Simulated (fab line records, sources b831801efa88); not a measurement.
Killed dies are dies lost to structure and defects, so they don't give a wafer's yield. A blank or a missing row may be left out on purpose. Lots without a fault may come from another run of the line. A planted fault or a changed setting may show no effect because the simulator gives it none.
Which tool did it? | flow sky130 | 14 lots, 42 wafers sampled, at 2 steps of a route of 708

WHAT THE GAUGES READ, wafer by wafer
The record holds no reading of a measuring or inspecting step that can be judged against a usual standard deviation.

WHICH TOOL RAN EACH LOT (tool, then ch and the chambers of the sampled wafers, then the start)
lot  | SKY_CONTACT_CVD_00              | SKY_PAD_OPEN_PROBE_99
L658 | pecvd-04 ch 1,2, day 30 14:02   | prober-02, day 45 19:07
L659 | pecvd-01 ch 1,2, day 30 17:37   | prober-01, day 46 00:40
L660 | pecvd-04 ch 0,1,2, day 31 01:49 | prober-02, day 46 04:35
L661 | pecvd-02 ch 0,1, day 31 07:35   | prober-01, day 46 10:19
L663 | pecvd-01 ch 0,2, day 32 19:51   | prober-01, day 47 14:11
L665 | pecvd-02 ch 1,2, day 33 13:50   | prober-01, day 48 02:50
L666 | pecvd-04 ch 1,2, day 33 17:59   | prober-02, day 48 06:17
L667 | pecvd-02 ch 0,1, day 34 13:13   | prober-02, day 48 17:58
L668 | pecvd-04 ch 0,1,2, day 34 13:28 | prober-01, day 48 19:04
L672 | pecvd-02 ch 0,2, day 35 08:59   | prober-02, day 49 10:47
L675 | pecvd-04 ch 0,2, day 35 17:46   | prober-01, day 49 14:20
L677 | pecvd-02 ch 0,1, day 36 17:01   | prober-01, day 50 07:22
L678 | pecvd-01 ch 0,1,2, day 37 11:08 | prober-02, day 50 15:35
L679 | pecvd-01 ch 0,1,2, day 37 13:53 | prober-02, day 50 21:55
- SKY_CONTACT_CVD_00: deposits Si3N4, target thk 75 nm.
- SKY_PAD_OPEN_PROBE_99

WHAT THE TOOLS THEMSELVES READ (means of the sampled wafers that have a number; where no wafer has one, the mark that the record gives instead)
SKY_CONTACT_CVD_00. Usual: heater_power_w 713 W, standard deviation 110.
lot  | tool     | heater_power_w (W) | flag
L658 | pecvd-04 | 661                |
L659 | pecvd-01 | 732                |
L660 | pecvd-04 | 674                |
L661 | pecvd-02 | 780                |
L663 | pecvd-01 | 769                |
L665 | pecvd-02 | 670                |
L666 | pecvd-04 | 613                |
L667 | pecvd-02 | 760                |
L668 | pecvd-04 | 691                |
L672 | pecvd-02 | 581                |
L675 | pecvd-04 | 667                |
L677 | pecvd-02 | 692                |
L678 | pecvd-01 | 778                |
L679 | pecvd-01 | 744                |

SKY_PAD_OPEN_PROBE_99. Usual: killed_at_M0_to_M3 43, standard deviation 6.8; killed_at_M4_up 3.0, standard deviation 1.8; killed_at_contacts 23, standard deviation 5.4; killed_at_front_end 15, standard deviation 4.4; killed_at_other 0.3, standard deviation 0.51; killed_dies 85, standard deviation 9.2; killed_open 47, standard deviation 6.8; killed_short 39, standard deviation 6.8.
lot  | tool      | killed_at_M0_to_M3 | killed_at_M4_up | killed_at_contacts | killed_at_front_end | killed_at_other | killed_dies | killed_open | killed_short | flag
L658 | prober-02 | 37                 | 4.3             | 30                 | 17                  | 0.0             | 88          | 51          | 37           |
L659 | prober-01 | 43                 | 2.7             | 22                 | 16                  | 0.0             | 84          | 48          | 36           |
L660 | prober-02 | 43                 | 1.7             | 19                 | 21                  | 0.3             | 86          | 43          | 43           |
L661 | prober-01 | 48                 | 3.7             | 22                 | 11                  | 0.0             | 84          | 49          | 35           |
L663 | prober-01 | 44                 | 2.0             | 20                 | 20                  | 0.7             | 87          | 49          | 38           |
L665 | prober-01 | 42                 | 2.3             | 26                 | 11                  | 0.3             | 81          | 47          | 34           |
L666 | prober-02 | 35                 | 3.3             | 20                 | 15                  | 0.0             | 73          | 37          | 36           |
L667 | prober-02 | 41                 | 3.0             | 22                 | 12                  | 0.3             | 78          | 41          | 37           |
L668 | prober-01 | 39                 | 3.7             | 22                 | 14                  | 0.7             | 79          | 46          | 34           |
L672 | prober-02 | 39                 | 2.0             | 61                 | 16                  | 0.0             | 119         | 47          | 34           | OFF
L675 | prober-01 | 46                 | 2.7             | 17                 | 18                  | 0.7             | 85          | 51          | 34           |
L677 | prober-01 | 47                 | 4.0             | 55                 | 14                  | 0.3             | 121         | 46          | 45           | OFF
L678 | prober-02 | 39                 | 3.3             | 23                 | 18                  | 0.3             | 84          | 48          | 36           |
L679 | prober-02 | 41                 | 3.0             | 23                 | 17                  | 0.0             | 84          | 45          | 39           |

THE ANSWER, worked out from the rows above alone
Rule: a lot is off if the mean of its wafers that have a number lies more than 3 standard deviations from the usual mean. A lot without any number at a reading at which 4 lots or more have one is off too. The other lots that the step has rows for count as sound. The gauges are gone through in route order, then the tools' own readings, and for those a lot's mean is taken as printed above. The first step at which some lot is off is used, and at that step the reading that is off furthest; a lot without a number counts as furthest.
Off: L672, L677, at SKY_PAD_OPEN_PROBE_99 (killed_at_contacts).
A tool fits if, at that step or a process step before it, it ran every lot that is off, and no sound lot after the first of them. One fits: pecvd-02 at SKY_CONTACT_CVD_00. Its last sound lot is L667 (day 34 13:13), its first lot that is off L672 (day 35 08:59): a fault that began between those two fits.

WHAT THE SIMULATOR HAD PUT IN
Chamber particle source: pecvd-02, from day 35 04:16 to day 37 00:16, at SKY_CONTACT_CVD_00. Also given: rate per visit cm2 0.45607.
Lots struck among those shown: L672, L677. The rule above found the same.
